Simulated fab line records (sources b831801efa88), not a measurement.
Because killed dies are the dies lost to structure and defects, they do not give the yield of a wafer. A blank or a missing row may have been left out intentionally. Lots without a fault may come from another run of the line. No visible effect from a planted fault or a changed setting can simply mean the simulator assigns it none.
Comparing a struck lot with a sound one -- flow gf180mcu -- 16 out of 602 route steps
Sound: the wafers L210.1, L210.5, L210.6. Struck: wafer L221.6. (L221.1, L221.2 of the same lot were not struck and are left out.) The cause comes at the end.
Order at every step that has rows: each side's tool, ch and its chambers, its first start. Under that, the readings that differ: sound wafers -- struck wafers -- difference of the means -- sigmas: that difference in standard deviations of wafers without a fault.
alike: a reading whose means differ by less than 2 such deviations, as well as words and numbers matching on both sides. not compared: withheld readings; readings where some wafer has no value; bounds like >300 that might hide an equal value; numbers whose values overlap and for which the record gives no deviation.
Wherever a step has rows on one side only, a row that says differs or no value, or a row with sigmas, the two part there. Numbers that don't overlap but have no deviation are shown without sigmas and don't part them. A reading missing from all wafers of one side parts the sides only when that side holds two or more wafers.

first, 6 steps without rows for these wafers: GF_M3_HMDS_08 (prime time 60 s); GF_M3_COAT_09 (resist thk 1000 nm); GF_M3_SOFTBAKE_10 (time 60 s); GF_M3_EXPOSE_11 (exposes mask Metal3, target cd 280 nm); GF_M3_PEB_12 (peb time 90 s); GF_M3_DEVELOP_13 (develop time 60 s).
GF_M3_CD_MEAS_14: target cd 280 nm.
  struck on cdSem-01, day 26 22:50; sound on cdSem-02, day 23 10:58
  alike: cdNm
GF_M3_OVL_MEAS_15:
  struck on overlay-02, day 26 22:57; sound on overlay-01, day 23 11:05
reading,sound,struck,difference,sigmas
M3_OVL (nm),-3 -5 5,-16,-15,-2
GF_M3_METAL_ETCH_16: etches the open film in Cl2/BCl3, stops on SiO2, target depth 627.5 nm, time 104.6 s.
  sound on rieMetal-02 ch 0,1, day 23 11:07; struck on rieMetal-03 ch 0, day 26 22:59
  alike: drypumpMotorCurrentA, mfcCl2Sccm, oesProductAu, throttleValvePct
  not compared: rfHoursCounterH
GF_M3_STRIP_17: strips in O2/N2.
  sound on plasmaAsher-02 ch 0,1, day 23 11:14; struck on plasmaAsher-03 ch 1, day 26 23:06
reading,sound,struck,difference,sigmas
drypumpMotorCurrentA (A),4.9 6.0 4.9,6.2,+0.9,+2
stripTimeToEndpointS (s),7.86 7.92 7.91,7.80,-0.10,-3
  alike: heaterPowerW, oesProductAu
  not compared: rfHoursCounterH
then, 2 steps without rows for these wafers: GF_M3_STRIP_18 (strips in post etch residue remover, time 1200 s); GF_M3_CLEAN_19 (cleans in DIW).
GF_V3_CVD_00: deposits SiO2, target thk 600 nm, time 100 s.
  sound on hdpcvd-02 ch 0,2, day 23 11:46; struck on hdpcvd-01 ch 0, day 26 23:38
reading,sound,struck,difference,sigmas
sih4FlowSccm (sccm),60.14 59.81 60.19,89.93,+29.88,+99 or more
model.SiO2_of_V3_CVD_00.thkNm (nm),592.3 593.5 597.5,890.5,+296.1,
GF_V3_THK_MEAS_01:
  struck on filmMetro-02, day 26 23:43; sound on filmMetro-01, day 23 11:50
reading,sound,struck,difference,sigmas
V3_CVD_00_THK (nm),593 594 597,891,+296,+46
GF_V3_CVD_02: deposits SiO2 from TEOS, target thk 850 nm, time 94.851 s.
  sound on pecvd-04 ch 0,1,2, day 23 11:54; struck on pecvd-04 ch 2, day 26 23:46
  alike: heaterPowerW
GF_PASSIVATION_PROBE_99:
  sound wafers here have rows in the record (prober-02, day 30 19:56); struck ones have none

WHERE THEY PART
Last at GF_PASSIVATION_PROBE_99 as far as this record goes, first at GF_M3_OVL_MEAS_15.

WHY: whatever the simulator had introduced
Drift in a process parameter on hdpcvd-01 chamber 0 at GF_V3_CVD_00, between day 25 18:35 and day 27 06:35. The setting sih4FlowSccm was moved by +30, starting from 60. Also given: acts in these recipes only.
